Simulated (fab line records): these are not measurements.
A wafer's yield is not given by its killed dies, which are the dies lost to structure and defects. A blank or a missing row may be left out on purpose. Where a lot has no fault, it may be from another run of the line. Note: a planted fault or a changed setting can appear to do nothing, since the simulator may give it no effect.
fab line records ; flow sky130
record: lots: 6; wafers: 18; last-day: 50
route steps=708 shown POLY_GATE@234 LDD_N@237 PAD_OPEN@708
lots that met no fault: from a run of the same line without faults
start-h: hours from the record's opening day to when the first of the lot's shown wafers began ; wait-h: hours elapsed since this lot's preceding step ; " repeats the value in the row above ; L1.1+2: one row covering several wafers at once ; - no value, or no start given ; * or withheld: withheld ; < > ~ a bound
route shown NAME@n: NAME is a module with steps in the file, n the number in the route of the first one ; usual: mean and standard deviation over wafers with no fault ; same: alike in all rows ; chamber/n: place in a boat ; sites: per-site readings ; _std_site: the standard deviation of these ; _edge_site: mean of outer sites minus mean of inner sites ; radius-mm: how far each site lies from the wafer's centre ; mask NAME#n: copy n ; behind: the tool/chamber that last shaped the wafer ; hold: cause of the lot's hold/its duration in hours/its outcome ; device: which transistor (n, p or np) failed to switch ; end of line: tests of these same wafers at the route's end ; where a step has no rows: the recipe by itself ; killed: dies lost to structure and defects at the first sort, not the wafer's yield ; map: per-die view of a wafer (x killed, . not killed, _ where there is no die)
set.NAME: the setting as run; set.NAME@STEP: as run at that earlier step ; model.NAME: the simulator's own value behind a step, which no gauge read
certain route steps with their lots: each step a table, each wafer a row
services: when a tool's chamber went out of use (start-h, in hours from the record's first day, below 0 if earlier), for how many hours, and the reason
== steps ==
step: SKY_POLY_GATE_OXIDATION_20
recipe: temp-c: 850; ambient: O2; stabilise-s: 600; purge-s: 300; target-thk-a: 40; ox-time-s: 899
step: SKY_POLY_GATE_THK_MEAS_21
recipe: reads: SiO2_of_POLY_GATE_OXIDATION_20
usual: POLY_GATE_OXIDATION_THK: 4.01/0.08
lot.wafer;tool;chamber;start-h;wait-h;POLY_GATE_OXIDATION_THK[nm]
L267.2;film-metro-01;-;442.01;0.0;4.04
L267.3;film-metro-01;-;442.01;0.0;3.96
L267.4;film-metro-01;-;442.01;0.0;4.04
L270.1;film-metro-02;-;464.16;0.0;4.09
L270.2;film-metro-02;-;464.16;0.0;4.17
L270.3;film-metro-02;-;464.16;0.0;4.07
L271.2;film-metro-02;-;478.49;0.0;3.97
L271.5;film-metro-02;-;478.49;0.0;4.04
L271.6;film-metro-02;-;478.49;0.0;4.12
L276.1;film-metro-03;-;525.06;0.0;4.00
L276.2;film-metro-03;-;525.06;0.0;3.99
L276.3;film-metro-03;-;525.06;0.0;4.07
L280.1;film-metro-03;-;553.69;0.0;4.02
L280.4;film-metro-03;-;553.69;0.0;4.06
L280.5;film-metro-03;-;553.69;0.0;4.00
L282.2;film-metro-02;-;565.50;0.0;4.04
L282.5;film-metro-02;-;565.50;0.0;3.98
L282.6;film-metro-02;-;565.50;0.0;3.99
step: SKY_POLY_GATE_CD_MEAS_22
usual: cd-nm: 150.1/1.9
lot.wafer;tool;chamber;start-h;wait-h;cd-nm
L267.2;cd-sem-01;-;442.09;0.1;149.6
L267.3;cd-sem-01;-;442.09;0.1;149.5
L267.4;cd-sem-01;-;442.09;0.1;148.0
L270.1;cd-sem-02;-;464.22;0.1;151.2
L270.2;cd-sem-02;-;464.22;0.1;153.8
L270.3;cd-sem-02;-;464.22;0.1;150.8
L271.2;cd-sem-01;-;478.57;0.1;149.7
L271.5;cd-sem-01;-;478.57;0.1;151.3
L271.6;cd-sem-01;-;478.57;0.1;148.9
L276.1;cd-sem-02;-;525.20;0.1;152.3
L276.2;cd-sem-02;-;525.20;0.1;151.3
L276.3;cd-sem-02;-;525.20;0.1;152.2
L280.1;cd-sem-02;-;553.75;0.1;144.1
L280.4;cd-sem-02;-;553.75;0.1;146.9
L280.5;cd-sem-02;-;553.75;0.1;148.6
L282.2;cd-sem-02;-;565.58;0.1;149.5
L282.5;cd-sem-02;-;565.58;0.1;151.2
L282.6;cd-sem-02;-;565.58;0.1;151.2
step: SKY_LDD_N_DEHYDRATE_00
recipe: temp-c: 200; time-s: 60
step: SKY_LDD_N_HMDS_01
recipe: prime-time-s: 60; prime-temp-c: 120
step: SKY_LDD_N_COAT_02
recipe: resist: NOVOLAK; spin-rpm: 3000; resist-thk-nm: 300
step: SKY_LDD_N_SOFTBAKE_03
recipe: temp-c: 90; time-s: 60; resist: NOVOLAK
step: SKY_LDD_N_EXPOSE_04
recipe: mask-id: NTM; target-cd-nm: 840; na: 0.6; source-shape: conventional; sigma-outer: 0.6; dose-mj: 110
step: SKY_LDD_N_PEB_05
recipe: temp-c: withheld; time-s: *; resist: NOVOLAK
step: SKY_LDD_N_DEVELOP_06
recipe: develop-time-s: 58.15; dev-temp-c: 23
step: SKY_LDD_N_OVL_MEAS_07
usual: LDD_N_OVL: -0.3/1.2
lot.wafer;tool;chamber;start-h;wait-h;LDD_N_OVL[nm]
L267.2;overlay-02;-;472.17;0.1;0.8
L267.3;overlay-02;-;472.17;0.1;0.8
L267.4;overlay-02;-;472.17;0.1;-0.5
L270.1;overlay-01;-;494.94;0.1;0.2
L270.2;overlay-01;-;494.94;0.1;0.6
L270.3;overlay-01;-;494.94;0.1;1.0
L271.2;overlay-01;-;509.62;0.1;-1.1
L271.5;overlay-01;-;509.62;0.1;-0.3
L271.6;overlay-01;-;509.62;0.1;-0.4
L276.1;overlay-01;-;555.39;0.1;1.0
L276.2;overlay-01;-;555.39;0.1;1.4
L276.3;overlay-01;-;555.39;0.1;1.3
L280.1;overlay-01;-;583.44;0.1;-2.5
L280.4;overlay-01;-;583.44;0.1;-0.9
L280.5;overlay-01;-;583.44;0.1;-2.3
L282.2;overlay-02;-;594.15;0.1;-0.7
L282.5;overlay-02;-;594.15;0.1;-0.8
L282.6;overlay-02;-;594.15;0.1;-0.8
step: SKY_LDD_N_IMPLANT_08
recipe: species: As; energy-kev: 20; dose-cm2: 7.5e+13; tilt-deg: withheld; rotation-deg: 23
step: SKY_LDD_N_IMPLANT_09
recipe: species: As; energy-kev: 20; dose-cm2: 7.5e+13; tilt-deg: withheld; rotation-deg: 113
usual: beam-on-s: 10.00/0.21; faraday-current-uA: 423/8.9
lot.wafer;tool;chamber;start-h;wait-h;beam-on-s;faraday-current-uA
L267.2;implanter-04;0;472.37;0.1;10.12;416
L267.3;implanter-04;0;472.37;0.1;9.47;446
L267.4;implanter-04;0;472.37;0.1;9.73;435
L270.1;implanter-02;0;495.13;0.1;12.39;343
L270.2;implanter-02;0;495.13;0.1;12.33;346
L270.3;implanter-02;0;495.13;0.1;12.09;350
L271.2;implanter-02;0;509.82;0.1;12.37;343
L271.5;implanter-02;0;509.82;0.1;12.47;338
L271.6;implanter-02;0;509.82;0.1;12.45;340
L276.1;implanter-04;0;555.58;0.1;10.07;419
L276.2;implanter-04;0;555.58;0.1;10.14;416
L276.3;implanter-04;0;555.58;0.1;9.60;438
L280.1;implanter-02;0;583.63;0.1;10.05;420
L280.4;implanter-02;0;583.63;0.1;9.88;424
L280.5;implanter-02;0;583.63;0.1;10.07;421
L282.2;implanter-01;0;594.35;0.1;9.87;426
L282.5;implanter-01;0;594.35;0.1;10.03;420
L282.6;implanter-01;0;594.35;0.1;9.98;423
step: SKY_LDD_N_IMPLANT_10
recipe: species: As; energy-kev: 20; dose-cm2: 7.5e+13; tilt-deg: withheld; rotation-deg: 203
step: SKY_LDD_N_IMPLANT_11
recipe: species: As; energy-kev: 20; dose-cm2: 7.5e+13; tilt-deg: withheld; rotation-deg: 293
step: SKY_LDD_N_IMPLANT_12
recipe: species: BF2; energy-kev: 50; dose-cm2: 5e+12; tilt-deg: 30; rotation-deg: 0
step: SKY_LDD_N_IMPLANT_13
recipe: species: BF2; energy-kev: 50; dose-cm2: 5e+12; tilt-deg: 30; rotation-deg: 90
step: SKY_LDD_N_IMPLANT_14
recipe: species: BF2; energy-kev: 50; dose-cm2: 5e+12; tilt-deg: 30; rotation-deg: 180
step: SKY_LDD_N_IMPLANT_15
recipe: species: BF2; energy-kev: 50; dose-cm2: 5e+12; tilt-deg: 30; rotation-deg: 270
step: SKY_LDD_N_STRIP_16
recipe: chemistry: O2/N2; power-w: 1400; pressure-mtorr: 1500; platen-temp-c: withheld; o2-flow-sccm: 3000; n2-flow-sccm: 300; overash-fraction: 0.5
usual: drypump-motor-current-A: 5.67/0.18; oes-product-au: 0.406/0.0048; strip-time-to-endpoint-s: 4.315/0.015
lot.wafer;tool;chamber;start-h;wait-h;drypump-motor-current-A;oes-product-au;rf-hours-counter-h;strip-time-to-endpoint-s
L267.2;plasma-asher-03;1;473.40;0.1;5.42;0.403;37;4.312
L267.3;plasma-asher-03;0;473.40;0.1;5.80;0.404;-;4.315
L267.4;plasma-asher-03;1;473.40;0.1;5.43;0.406;-;4.338
L270.1;plasma-asher-03;1;496.18;0.1;5.39;0.399;39;4.347
L270.2;plasma-asher-03;0;496.18;0.1;5.79;0.412;39;4.360
L270.3;plasma-asher-03;1;496.18;0.1;5.40;0.407;-;4.367
L271.2;plasma-asher-04;1;510.85;0.1;5.55;0.397;85;4.368
L271.5;plasma-asher-04;1;510.85;0.1;5.49;0.407;-;4.370
L271.6;plasma-asher-04;0;510.85;0.1;5.74;0.405;-;4.367
L276.1;plasma-asher-04;1;556.63;0.1;5.54;0.410;90;4.312
L276.2;plasma-asher-04;0;556.63;0.1;5.73;0.405;90;4.318
L276.3;plasma-asher-04;0;556.63;0.1;5.73;0.404;-;4.328
L280.1;plasma-asher-04;0;584.68;0.1;5.72;0.410;93;4.325
L280.4;plasma-asher-04;0;584.68;0.1;5.72;0.411;-;4.313
L280.5;plasma-asher-04;0;584.68;0.1;5.71;0.405;-;4.328
L282.2;plasma-asher-04;0;595.38;0.1;5.72;0.407;94;4.304
L282.5;plasma-asher-04;0;595.38;0.1;5.73;0.405;-;4.297
L282.6;plasma-asher-04;1;595.38;0.1;5.55;0.407;-;4.306
step: SKY_LDD_N_TW_MEAS_17
usual: LDD_N_TW: 2601/18
lot.wafer;tool;chamber;start-h;wait-h;LDD_N_TW
L267.2;film-metro-04;-;473.51;0.1;2617
L267.3;film-metro-04;-;473.51;0.1;2609
L267.4;film-metro-04;-;473.51;0.1;2607
L270.1;film-metro-01;-;496.28;0.1;2610
L270.2;film-metro-01;-;496.28;0.1;2623
L270.3;film-metro-01;-;496.28;0.1;2615
L271.2;film-metro-02;-;510.96;0.1;2648
L271.5;film-metro-02;-;510.96;0.1;2648
L271.6;film-metro-02;-;510.96;0.1;2649
L276.1;film-metro-04;-;556.73;0.1;2624
L276.2;film-metro-04;-;556.73;0.1;2624
L276.3;film-metro-04;-;556.73;0.1;2636
L280.1;film-metro-01;-;584.78;0.1;2589
L280.4;film-metro-01;-;584.78;0.1;2575
L280.5;film-metro-01;-;584.78;0.1;2588
L282.2;film-metro-02;-;595.49;0.1;2613
L282.5;film-metro-02;-;595.49;0.1;2604
L282.6;film-metro-02;-;595.49;0.1;2603
step: SKY_PAD_OPEN_PROBE_99
usual: killed_at_M0_to_M3: 43/7.7; killed_at_M4_up: 3.0/1.7; killed-at-contacts: 24/5.2; killed-at-front-end: 15/4.5; killed-at-other: 0.3/0.5; killed-dies: 85/9.5; killed-on-rim: 17/4; killed-open: 47/6.6; killed-short: 38/6.6
same: gross-dies: 492; killed-at-back-side: 0
lot.wafer;tool;chamber;start-h;wait-h;killed_at_M0_to_M3;killed_at_M4_up;killed-at-contacts;killed-at-front-end;killed-at-other;killed-dies;killed-on-rim;killed-open;killed-short;model.etest.tip-n.rs-ohm-sq
L267.2;prober-01;-;1122.58;0.1;52;1;25;10;1;89;15;46;43;445.6
L267.3;prober-01;-;1122.63;0.2;54;0;30;8;1;93;21;46;47;445.1
L267.4;prober-01;-;1122.68;0.2;44;1;26;8;1;80;12;48;32;442.6
L270.1;prober-01;-;1134.84;0.1;59;4;26;8;0;97;18;61;36;428.9
L270.2;prober-01;-;1134.89;0.1;49;8;21;10;0;88;17;47;41;431.7
L270.3;prober-01;-;1134.94;0.2;41;1;19;18;0;79;16;47;32;433.4
L271.2;prober-02;-;1144.63;0.1;40;4;32;21;0;97;19;48;49;427.7
L271.5;prober-02;-;1144.78;0.2;41;5;20;13;0;79;17;45;34;429.8
L271.6;prober-02;-;1144.83;0.2;38;8;21;12;0;79;18;43;36;430.4
L276.1;prober-01;-;1175.13;0.1;35;2;30;17;0;84;21;43;41;440.1
L276.2;prober-01;-;1175.18;0.1;42;2;31;12;1;88;12;50;38;440.4
L276.3;prober-01;-;1175.23;0.2;35;1;21;12;0;69;12;43;26;442
L280.1;prober-02;-;1188.21;0.1;45;3;24;16;1;89;22;56;33;444.1
L280.4;prober-02;-;1188.36;0.2;56;4;29;20;0;109;24;63;46;446
L280.5;prober-02;-;1188.41;0.2;67;2;20;13;1;103;17;60;43;445.5
L282.2;prober-02;-;1194.59;0.1;47;1;15;15;0;78;13;40;38;447
L282.5;prober-02;-;1194.74;0.2;42;3;34;16;0;95;18;46;49;443.9
L282.6;prober-02;-;1194.79;0.2;44;2;22;21;0;89;16;52;37;446.5
killed by level:class
L267.2 VIA1:geometric-particle:open=13 VIA1:geometric-particle:short=11 METAL2:geometric-particle:short=9 LI_CONTACT:geometric-particle:open=8 CONTACT:geometric-particle:open=5 CONTACT:geometric-particle:short=5 METAL1:geometric-particle:short=5 VIA3:geometric-particle:open=5
L267.3 VIA1:geometric-particle:open=13 CONTACT:geometric-particle:open=10 METAL2:geometric-particle:short=8 LI_CONTACT:geometric-particle:open=6 CONTACT:geometric-particle:short=6 METAL1:geometric-particle:short=6 VIA2:geometric-particle:open=6 FIELD_ISO:geometric-particle:open=5
L267.4 VIA1:geometric-particle:open=12 LI_CONTACT:geometric-particle:open=9 METAL2:geometric-particle:short=8 CONTACT:geometric-particle:open=7 METAL1:geometric-particle:short=5 LI_CONTACT:geometric-particle:short=4 METAL1:geometric-particle:open=4 VIA2:geometric-particle:open=4
L270.1 VIA1:geometric-particle:open=17 VIA2:geometric-particle:open=10 CONTACT:geometric-particle:open=9 LI_CONTACT:geometric-particle:open=7 VIA3:geometric-particle:open=7 METAL1:geometric-particle:short=5 LI_CONTACT:geometric-particle:short=5 VIA1:geometric-particle:short=5
L270.2 VIA1:geometric-particle:open=13 CONTACT:geometric-particle:open=8 VIA2:geometric-particle:open=8 METAL4:geometric-particle:short=6 METAL2:geometric-particle:short=6 LI_CONTACT:geometric-particle:open=5 CONTACT:geometric-particle:short=5 METAL1:geometric-particle:short=5
L270.3 CONTACT:geometric-particle:open=11 VIA1:geometric-particle:open=11 FIELD_ISO:geometric-particle:open=6 LI_CONTACT:geometric-particle:open=6 FIELD_ISO:geometric-particle:short=5 VIA1:geometric-particle:short=5 METAL2:geometric-particle:short=5 VIA2:geometric-particle:open=4
L271.2 CONTACT:geometric-particle:open=11 CONTACT:geometric-particle:short=9 FIELD_ISO:geometric-particle:short=8 VIA1:geometric-particle:open=7 METAL2:geometric-particle:short=6 POLY_GATE:geometric-particle:open=5 LI_CONTACT:geometric-particle:open=5 METAL1:geometric-particle:short=5
L271.5 VIA1:geometric-particle:open=11 METAL1:geometric-particle:short=7 VIA3:geometric-particle:open=7 LI_CONTACT:geometric-particle:open=6 CONTACT:geometric-particle:open=6 FIELD_ISO:geometric-particle:short=5 LOCAL_INTERCONNECT:geometric-particle:short=5 VIA1:geometric-particle:short=5
L271.6 VIA3:geometric-particle:open=10 VIA1:geometric-particle:open=9 LOCAL_INTERCONNECT:geometric-particle:short=6 VIA2:geometric-particle:open=6 LI_CONTACT:geometric-particle:open=5 LI_CONTACT:geometric-particle:short=4 CONTACT:geometric-particle:open=4 METAL4:geometric-particle:short=4
L276.1 VIA1:geometric-particle:open=10 LI_CONTACT:geometric-particle:open=9 CONTACT:geometric-particle:open=8 POLY_GATE:geometric-particle:short=7 VIA3:geometric-particle:short=7 LOCAL_INTERCONNECT:geometric-particle:short=6 VIA3:geometric-particle:open=5 POLY_GATE:geometric-particle:open=4
L276.2 CONTACT:geometric-particle:open=10 VIA3:geometric-particle:open=9 LOCAL_INTERCONNECT:geometric-particle:short=8 VIA1:geometric-particle:open=8 VIA2:geometric-particle:open=7 LI_CONTACT:geometric-particle:open=5 CONTACT:geometric-particle:short=5 METAL2:geometric-particle:short=5
L276.3 VIA1:geometric-particle:open=8 LI_CONTACT:geometric-particle:open=7 CONTACT:geometric-particle:open=7 VIA3:geometric-particle:open=7 VIA3:geometric-particle:short=5 FIELD_ISO:geometric-particle:short=4 LI_CONTACT:geometric-particle:short=4 VIA2:geometric-particle:open=4
L280.1 VIA1:geometric-particle:open=11 VIA2:geometric-particle:open=10 CONTACT:geometric-particle:short=9 FIELD_ISO:geometric-particle:open=8 CONTACT:geometric-particle:open=8 LI_CONTACT:geometric-particle:open=5 VIA3:geometric-particle:open=5 FIELD_ISO:geometric-particle:short=4
L280.4 VIA1:geometric-particle:open=16 LI_CONTACT:geometric-particle:open=11 METAL2:geometric-particle:short=11 CONTACT:geometric-particle:open=10 FIELD_ISO:geometric-particle:open=7 METAL1:geometric-particle:short=7 VIA3:geometric-particle:open=7 FIELD_ISO:geometric-particle:short=5
L280.5 VIA1:geometric-particle:open=17 VIA2:geometric-particle:open=12 METAL2:geometric-particle:short=8 METAL1:geometric-particle:short=7 VIA1:geometric-particle:short=7 VIA3:geometric-particle:open=7 LI_CONTACT:geometric-particle:open=5 CONTACT:geometric-particle:open=5
L282.2 VIA3:geometric-particle:open=7 VIA2:geometric-particle:open=7 CONTACT:geometric-particle:open=6 METAL1:geometric-particle:short=6 METAL1:geometric-particle:open=5 VIA1:geometric-particle:open=5 METAL2:geometric-particle:short=5 CONTACT:geometric-particle:short=4
L282.5 CONTACT:geometric-particle:open=12 LI_CONTACT:geometric-particle:open=9 METAL1:geometric-particle:short=8 POLY_GATE:geometric-particle:short=7 VIA1:geometric-particle:open=7 METAL2:geometric-particle:short=7 LI_CONTACT:geometric-particle:short=5 VIA1:geometric-particle:short=5
L282.6 VIA1:geometric-particle:open=9 VIA2:geometric-particle:open=9 LI_CONTACT:geometric-particle:open=8 CONTACT:geometric-particle:open=7 METAL2:geometric-particle:short=6 FIELD_ISO:geometric-particle:open=5 POLY_GATE:geometric-particle:open=5 METAL1:geometric-particle:short=5
== services ==
tool;chamber;start-h;hours;kind
implanter-04;-;489.86;1.7;repair
implanter-04;-;566.57;4.7;pm
== key ==
first-sign: step: SKY_LDD_N_IMPLANT_09; reading: beam-on-s; direction: up; sigmas: 11; usual: 10.00; struck: 12.35
effect: step: SKY_LDD_N_IMPLANT_09; reading: faraday-current-uA; direction: down; sigmas: 9; usual: 423; struck: 343
effect: step: SKY_LDD_N_STRIP_16; reading: strip-time-to-endpoint-s; direction: up; sigmas: 3.3; usual: *; struck: *
effect: step: SKY_LDD_N_TW_MEAS_17; reading: LDD_N_TW; direction: up; sigmas: 1.7; usual: 2601; struck: 2632
model-effect: step: SKY_PAD_OPEN_PROBE_99; value: etest.tip-n.rs-ohm-sq; without: 445.2; struck: 430.3
met-at SKY_LDD_N_IMPLANT_09
struck-wafers L270.1,L270.2,L270.3,L271.2,L271.5,L271.6
tester-left-out L270,L271
fault: kind: process-parameter-drift; tool: implanter-02; chamber: -; onset-h: 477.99; steps: SKY_LDD_N_IMPLANT_09; channel: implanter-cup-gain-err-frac; offset: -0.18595; shape: step; end-h: 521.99
tester-left-out: of these lots the tester's yield and bins aren't shown, on N5 and GAA mostly nor the transistor test; their killed dies are dies lost to structure and defects alone, not to doping, threshold or leakage, so they don't give the yield
